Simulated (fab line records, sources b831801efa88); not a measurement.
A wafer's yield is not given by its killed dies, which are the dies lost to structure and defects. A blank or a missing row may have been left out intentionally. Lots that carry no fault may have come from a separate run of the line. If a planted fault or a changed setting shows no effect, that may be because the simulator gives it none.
What tool caused it? | flow sky130 | Sampling: 12 lots, 36 wafers, 5 of 708 route steps

WHAT THE GAUGES SHOWED, per wafer
SKY_METAL3_CD_MEAS_13: target cd 300 nm.
lot  | measured     | on        | cd_nm (nm)
L076 | day 39 03:31 | cd_sem-01 | 300.9 301.4 301.7
L077 | day 39 12:52 | cd_sem-01 | 302.6 302.3 303.0
L079 | day 40 03:46 | cd_sem-01 | 300.7 300.1 301.8
L081 | day 40 20:14 | cd_sem-02 | 300.6 300.9 298.6
L083 | day 41 12:01 | cd_sem-02 | 301.0 301.3 299.7
L085 | day 42 04:50 | cd_sem-02 | 300.6 301.7 301.5
L087 | day 42 13:47 | cd_sem-02 | 299.3 299.9 299.9
L089 | day 42 23:58 | cd_sem-02 | 300.7 300.3 301.1
L092 | day 43 17:19 | cd_sem-02 | 299.2 298.4 299.7
L093 | day 44 09:20 | cd_sem-01 | 299.4 300.8 300.3
L094 | day 44 18:53 | cd_sem-02 | 301.1 300.1 300.6
L097 | day 45 03:39 | cd_sem-01 | 298.6 298.0 298.8

TOOL THAT RAN EACH LOT (tool first, then ch and the chambers of the sampled wafers, then the start)
lot  | SKY_SD_N_RTA_14                  | SKY_LI_CONTACT_ETCH_15             | SKY_METAL2_SPUTTER_00        | SKY_CAPM_SPUTTER_02
L076 | rtp_anneal-02 ch 0, day 28 17:47 | rie_diel-04 ch 1,2, day 29 23:06   | pvd_sputter-04, day 34 17:52 | pvd_sputter-01, day 37 00:24
L077 | rtp_anneal-02 ch 0, day 29 01:30 | rie_diel-02 ch 0,3, day 30 06:08   | pvd_sputter-02, day 35 00:40 | pvd_sputter-01, day 37 09:57
L079 | rtp_anneal-02 ch 0, day 29 17:35 | rie_diel-02 ch 2,3, day 30 22:50   | pvd_sputter-01, day 35 16:46 | pvd_sputter-02, day 38 00:14
L081 | rtp_anneal-02 ch 0, day 30 12:30 | rie_diel-02 ch 0,2, day 31 16:55   | pvd_sputter-01, day 36 10:41 | pvd_sputter-01, day 38 17:47
L083 | rtp_anneal-02 ch 0, day 31 07:07 | rie_diel-02 ch 0,1, day 32 11:39   | pvd_sputter-01, day 37 05:01 | pvd_sputter-03, day 39 11:16
L085 | rtp_anneal-02 ch 0, day 32 02:44 | rie_diel-02 ch 0,2,3, day 33 06:16 | pvd_sputter-04, day 37 22:54 | pvd_sputter-02, day 40 04:15
L087 | rtp_anneal-02 ch 0, day 32 12:25 | rie_diel-03 ch 0,2, day 33 16:58   | pvd_sputter-01, day 38 07:33 | pvd_sputter-03, day 40 13:03
L089 | rtp_anneal-02 ch 0, day 32 23:09 | rie_diel-02 ch 0,2,3, day 34 02:52 | pvd_sputter-01, day 38 19:09 | pvd_sputter-03, day 41 00:07
L092 | rtp_anneal-02 ch 0, day 33 19:27 | rie_diel-02 ch 0,1,2, day 34 22:57 | pvd_sputter-02, day 39 12:58 | pvd_sputter-02, day 41 17:36
L093 | rtp_anneal-02 ch 0, day 34 15:44 | rie_diel-04 ch 0,2, day 35 19:54   | pvd_sputter-02, day 40 08:01 | pvd_sputter-02, day 42 11:26
L094 | rtp_anneal-02 ch 0, day 35 01:59 | rie_diel-02 ch 0,3, day 36 05:48   | pvd_sputter-02, day 40 18:51 | pvd_sputter-01, day 42 21:31
L097 | rtp_anneal-02 ch 0, day 35 11:51 | rie_diel-03 ch 0,1,3, day 36 16:25 | pvd_sputter-04, day 41 04:33 | pvd_sputter-01, day 43 06:29
- SKY_SD_N_RTA_14: time 2 s.
- SKY_LI_CONTACT_ETCH_15: etches PSG in C4F8/O2/Ar, stops on Si, target depth 600 nm.
- SKY_METAL2_SPUTTER_00: material Ti, target thk 15 nm, time 10 s.
- SKY_CAPM_SPUTTER_02: material TiN, target thk 200 nm, time 166.7 s.

THE ANSWER, worked out from the rows above alone
Rule: usual is defined by the lots themselves. The widest of any qualifying gaps counts: lots, ordered by their means at a reading, are off when they make up no more than a third of the lots, leave a main group of 4 or more, and stand apart from it by 3 or more times the standard deviation of that group's means. A main group whose means are all the same, to the digits that the tables above print for the reading, isn't used. A lot without any number at a reading at which 4 lots or more have one is off too. The other lots that the step has rows for count as sound.
Nothing can be told from this: no lot is off at any reading shown.

WHAT HAD BEEN PUT IN BY THE SIMULATOR
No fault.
